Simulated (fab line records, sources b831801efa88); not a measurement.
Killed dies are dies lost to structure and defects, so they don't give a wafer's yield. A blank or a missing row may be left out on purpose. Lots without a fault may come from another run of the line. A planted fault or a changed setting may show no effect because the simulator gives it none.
A struck lot beside a sound one | flow sky130 | 16 steps out of a route of 708
Sound: wafers L108.1, L108.3, L108.4. Struck: wafer L119.2. (L119.5 of the same lot was not struck and is left out.) The cause comes at the end.
At each step with rows: each side's tool, then ch and its chambers, then its first start. Under that, the readings that differ: sound wafers | struck wafers | difference of the means | sigmas: that difference in standard deviations of wafers without a fault.
alike: readings whose means differ by less than 2 such deviations, and words and numbers that are the same on both sides. not compared: withheld readings, readings that some wafer has no value for, bounds like >300 that may hide the same value, and numbers for which the record gives no deviation and whose values overlap.
The two part at a step that has a row with sigmas, a row that says differs or no value, or rows on one side only. Numbers that don't overlap but have no deviation are shown without sigmas and don't part them. A reading that every wafer of one side lacks parts them only if that side has two wafers or more.

SKY_SD_N_OVL_MEAS_08:
  sound on overlay-01, day 30 07:37; struck on overlay-01, day 34 00:33
  alike: SD_N_OVL
then, 2 steps without rows for these wafers: SKY_SD_N_IMPLANT_09; SKY_SD_N_IMPLANT_10.
SKY_SD_N_STRIP_11: strips in O2/N2.
  sound on plasma_asher-04 ch 0,1, day 30 07:58; struck on plasma_asher-03 ch 1, day 34 00:53
  alike: drypump_motor_current_A, oes_product_au, strip_time_to_endpoint_s
  not compared: rf_hours_counter_h
SKY_SD_N_TW_MEAS_12:
  sound on film_metro-02, day 30 08:06; struck on film_metro-03, day 34 00:59
  reading | sound          | struck | difference | sigmas
  SD_N_TW | 4058 4045 4037 | 3926   | -121       | -2
then, 1 step without rows for these wafers: SKY_SD_N_CLEAN_13 (cleans in SC1/SC2, time 150 s).
SKY_SD_N_RTA_14: time 2 s.
  sound on rtp_anneal-02 ch 0, day 30 08:13; struck on rtp_anneal-01 ch 0, day 34 01:06
  alike: lamp_power_pct, ramp_down_c_per_s, ramp_up_c_per_s, wafer_temp_C_max
SKY_SD_N_RS_MEAS_16: measures by four-point-probe.
  sound on film_metro-02, day 30 08:23; struck on film_metro-02, day 34 01:17
  alike: SD_N_RS
SKY_SD_N_RS_MEAS_17: measures by four-point-probe.
  sound on film_metro-02, day 30 08:31; struck on film_metro-02, day 34 01:24
  alike: SD_P_RS
SKY_SD_N_RS_MEAS_18: measures by four-point-probe.
  sound on film_metro-02, day 30 08:38; struck on film_metro-02, day 34 01:31
  alike: RES_XHIGH_RS
then, 1 step without rows for these wafers: SKY_SALICIDE_CLEAN_00 (cleans in HF-last, time 30 s).
SKY_LI_CONTACT_HDPCVD_00: deposits PSG, target thk 930 nm, time 155 s.
  sound on hdpcvd-01 ch 0,1, day 30 08:46; struck on hdpcvd-02 ch 1, day 34 01:38
  reading                                       | sound             | struck | difference | sigmas
  run_length_s (s)                              | 182.7 182.5 182.9 | 264.4  | +81.7      | +99 or more
  model.PSG_of_LI_CONTACT_HDPCVD_00.thk_nm (nm) | 928.2 934.5 946.9 | 1419   | +482       |
SKY_LI_CONTACT_THK_MEAS_01:
  sound on film_metro-02, day 30 08:55; struck on film_metro-03, day 34 01:45
  reading                    | sound       | struck | difference | sigmas
  LI_CONTACT_HDPCVD_THK (nm) | 927 936 947 | 1420   | +483       | +58
SKY_LI_CONTACT_CMP_02: polishes PSG.
  sound on cmp-02 ch 0,1,3, day 30 08:58; struck on cmp-01 ch 1, day 34 01:57
  reading                | sound          | struck | difference | sigmas
  motor_current_A (A)    | 10.9 11.3 11.9 | 14.4   | +3.0       | +2
  time_to_endpoint_s (s) | 30.9 27.0 32.1 | 82.4   | +52.4      | +25
SKY_LI_CONTACT_BOW_MEAS_03:
  sound on film_metro-02, day 30 09:16; struck on film_metro-01, day 34 02:07
  reading             | sound    | struck | difference | sigmas
  LI_CONTACT_BOW (um) | 51 51 49 | 65     | +15        | +2
SKY_PAD_OPEN_PROBE_99:
  the record has rows for the sound wafers here (prober-01, day 47 15:28) and none for the struck ones

WHERE THEY PART
First at SKY_SD_N_TW_MEAS_12; last, within this record, at SKY_PAD_OPEN_PROBE_99.

WHY: what the simulator had put in
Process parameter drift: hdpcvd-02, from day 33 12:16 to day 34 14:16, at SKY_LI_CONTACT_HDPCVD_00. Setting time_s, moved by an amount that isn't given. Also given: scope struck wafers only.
